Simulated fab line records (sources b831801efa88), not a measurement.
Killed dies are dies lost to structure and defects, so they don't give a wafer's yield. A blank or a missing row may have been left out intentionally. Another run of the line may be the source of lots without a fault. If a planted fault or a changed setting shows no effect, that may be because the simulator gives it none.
What tool caused it?    flow gf180mcu    11 lots with 33 wafers sampled at 5 steps, on a route of 602 steps

== WHAT THE GAUGES SHOWED, per wafer ==
GF_V5_CD_MEAS_14: the cd target is 260 nm. Usual: cd nm at 260.2 nm, with a standard deviation of 1.2.
lot   measured      on         cd nm (nm)                           flag
L696  day 27 06:01  cd sem-01  259.7 260.2 260.3                    
L698  day 27 21:04  cd sem-01  258.7 258.7 258.9                    
L703  day 29 14:47  cd sem-02  258.9 260.0 258.4                    
L706  day 30 09:50  cd sem-02  261.3 260.2 260.9                    
L707  day 30 16:34  cd sem-02  265.8 265.1 265.5 265.3 265.1 265.5  OFF
L710  day 31 09:39  cd sem-01  262.3 261.7 262.5                    
L713  day 32 03:41  cd sem-02  266.3 266.3 265.5 266.3 266.5 265.9  OFF
L714  day 32 08:14  cd sem-02  261.1 261.7 261.2                    
L715  day 32 20:24  cd sem-01  261.6 260.7 260.8                    
L717  day 33 03:40  cd sem-01  259.7 259.1 257.6                    
L719  day 33 14:55  cd sem-02  258.3 259.6 258.5                    

GF_TOP_METAL_RS_MEAS_05: measures by four-point-probe. Usual: TOP_METAL_ALCU_RS typically reads 0.0325 ohm/sq, with standard deviation 0.00035.
lot   measured      on             TOP_METAL_ALCU_RS (ohm/sq)  flag
L696  day 27 07:49  film metro-02  0.0330 0.0325 0.0332        
L698  day 27 22:49  film metro-02  0.0330 0.0328 0.0326        
L703  day 29 16:34  film metro-02  0.0317 0.0323 0.0320        
L706  day 30 11:36  film metro-03  0.0321 0.0323 0.0322        
L707  day 30 21:24  film metro-01  0.0323 0.0328 0.0327        
L710  day 31 11:33  film metro-02  0.0325 0.0333 0.0323        
L713  day 32 08:52  film metro-01  0.0320 0.0331 0.0322        
L714  day 32 10:07  film metro-02  0.0317 0.0316 0.0319        
L715  day 32 22:16  film metro-02  0.0327 0.0325 0.0326        
L717  day 33 05:46  film metro-03  0.0328 0.0322 0.0328        
L719  day 33 16:40  film metro-03  0.0328 0.0336 0.0329        

== WHAT TOOL EACH LOT RAN ON (gives the tool, then ch and the chambers of the sampled wafers, and finally the start) ==
lot   GF_M5_ETCH_09                       GF_M5_METAL_ETCH_10                GF_V5_PEB_12
L696  rie diel-04 ch 0,3, day 26 08:12    rie metal-02 ch 0,1, day 26 08:13  litho track-01 ch 0, day 27 05:41
L698  rie diel-03 ch 0,1,3, day 26 23:24  rie metal-02 ch 0,1, day 26 23:28  litho track-01 ch 0, day 27 20:45
L703  rie diel-03 ch 2,3, day 28 17:34    rie metal-04 ch 0,1, day 28 17:38  litho track-03 ch 0, day 29 14:28
L706  rie diel-02 ch 0,2, day 29 14:03    rie metal-01 ch 0,1, day 29 14:04  litho track-02 ch 0, day 30 09:29
L707  rie diel-02 ch 0,1,3, day 29 20:24  rie metal-01 ch 0,1, day 29 20:26  litho track-01 ch 0, day 30 16:14
L710  rie diel-02 ch 1,3, day 30 15:11    rie metal-01 ch 0,1, day 30 15:12  litho track-03 ch 0, day 31 09:18
L713  rie diel-02 ch 0,1,2, day 31 09:17  rie metal-01 ch 0,1, day 31 09:20  litho track-01 ch 0, day 32 03:22
L714  rie diel-02 ch 0,1, day 31 13:54    rie metal-01 ch 1, day 31 13:56    litho track-02 ch 0, day 32 07:53
L715  rie diel-02 ch 2,3, day 32 02:44    rie metal-02 ch 0,1, day 32 02:45  litho track-03 ch 0, day 32 20:03
L717  rie diel-03 ch 0,2,3, day 32 10:02  rie metal-01 ch 0,1, day 32 10:03  litho track-02 ch 0, day 33 03:19
L719  rie diel-04 ch 0,2,3, day 32 22:06  rie metal-02 ch 0,1, day 32 22:08  litho track-02 ch 0, day 33 14:34
- GF_M5_ETCH_09: etches Si3N4 in CF4/O2, target depth 52 nm, time 11.6 s.
- GF_M5_METAL_ETCH_10: etches the open film in Cl2/BCl3, stops on SiO2, target depth 750.8 nm, time 125.1 s.
- GF_V5_PEB_12: peb time 90 s.

== WHAT THE TOOLS THEMSELVES READ (means of the sampled wafers that have a number; where no wafer has one, the mark that the record gives instead) ==
GF_M5_ETCH_09. Usual: drypump motor current A 5.4 A, standard deviation 0.41; oes product au 1.000 a.u., standard deviation 0.009; throttle valve pct 5.971 %, standard deviation 0.0092.
lot   tool         drypump motor current A (A)  oes product au (a.u.)  throttle valve pct (%)  flag
L696  rie diel-04  5.5                          0.995                  5.977                   
L698  rie diel-03  5.4                          0.988                  5.976                   
L703  rie diel-03  5.0                          1.002                  5.970                   
L706  rie diel-02  5.2                          0.996                  5.971                   
L707  rie diel-02  5.4                          1.000                  5.979                   
L710  rie diel-02  5.6                          1.007                  5.979                   
L713  rie diel-02  5.4                          1.005                  5.976                   
L714  rie diel-02  5.6                          1.004                  5.962                   
L715  rie diel-02  5.2                          0.998                  5.972                   
L717  rie diel-03  5.2                          1.008                  5.969                   
L719  rie diel-04  5.9                          1.003                  5.976                   

GF_M5_METAL_ETCH_10. Usual: drypump motor current A 5.6 A, standard deviation 0.33; oes product au 0.992 a.u., standard deviation 0.0054; throttle valve pct 28.228 %, standard deviation 0.0096.
lot   tool          drypump motor current A (A)  oes product au (a.u.)  throttle valve pct (%)  flag
L696  rie metal-02  5.8                          0.999                  28.215                  
L698  rie metal-02  5.8                          0.994                  28.233                  
L703  rie metal-04  5.9                          0.994                  28.230                  
L706  rie metal-01  5.3                          0.988                  28.226                  
L707  rie metal-01  5.3                          0.994                  28.216                  
L710  rie metal-01  5.2                          0.995                  28.222                  
L713  rie metal-01  5.3                          0.995                  28.231                  
L714  rie metal-01  5.4                          0.992                  28.223                  
L715  rie metal-02  5.8                          0.990                  28.227                  
L717  rie metal-01  5.3                          0.992                  28.231                  
L719  rie metal-02  5.8                          0.992                  28.238                  

GF_V5_PEB_12. Usual: chill plate temp C 23.00 C, standard deviation 0.099; heater power total W 85.69 W, standard deviation 0.084; plate temp C 134.98 C, standard deviation 0.14.
lot   tool            chill plate temp C (C)  heater power total W (W)  plate temp C (C)  flag
L696  litho track-01  22.99                   85.74                     135.04            
L698  litho track-01  22.89                   85.78                     135.08            
L703  litho track-03  22.96                   85.73                     134.87            
L706  litho track-02  22.99                   85.69                     134.99            
L707  litho track-01  23.00                   87.50                     137.22            OFF
L710  litho track-03  23.05                   85.67                     134.74            
L713  litho track-01  22.94                   87.44                     137.02            OFF
L714  litho track-02  23.18                   85.70                     134.91            
L715  litho track-03  22.99                   85.71                     134.98            
L717  litho track-02  23.14                   85.67                     134.96            
L719  litho track-02  22.98                   85.77                     134.83            

== THE ANSWER, worked out from the rows above alone ==
Rule: lot off if the mean of its wafers having a number is beyond 3 standard deviations from the usual mean. Also off: a lot with no number at a reading for which 4 or more lots have one. The other lots that the step has rows for count as sound. First the gauges in route order, then the tools' own readings, where a lot's mean is used as printed above. At the first step where some lot is off, the reading lying furthest off is the one used; lots without a number count as furthest.
Off, at GF_V5_CD_MEAS_14 on cd nm: L707, L713.
A tool fits if, at a process step before that reading, it ran every lot that is off, and no sound lot after the first of them. Not tried: the gauges at GF_V5_CD_MEAS_14; whatever is off there is also off at GF_V5_PEB_12, on other tools, and gauge error can't account for it. One fits: GF_V5_PEB_12 on litho track-01. A fault onset in the window from L698 (day 27 20:45, its last sound lot) to L707 (day 30 16:14, its first lot off) fits.
The tool's own readings at GF_V5_PEB_12 bear it out: on the lots that are off they differ by more than 5 times the standard deviation of the sound lots' means. heater power total W reads 87.47 W there against 85.72 W on the sound lots; plate temp C reads 137.12 C there against 134.93 C on the sound lots.

== WHAT THE SIMULATOR HAD PUT IN ==
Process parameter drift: litho track-01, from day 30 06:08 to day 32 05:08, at GF_V5_PEB_12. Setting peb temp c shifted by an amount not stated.
Lots struck among those shown: L707, L713. Same finding as the rule above.
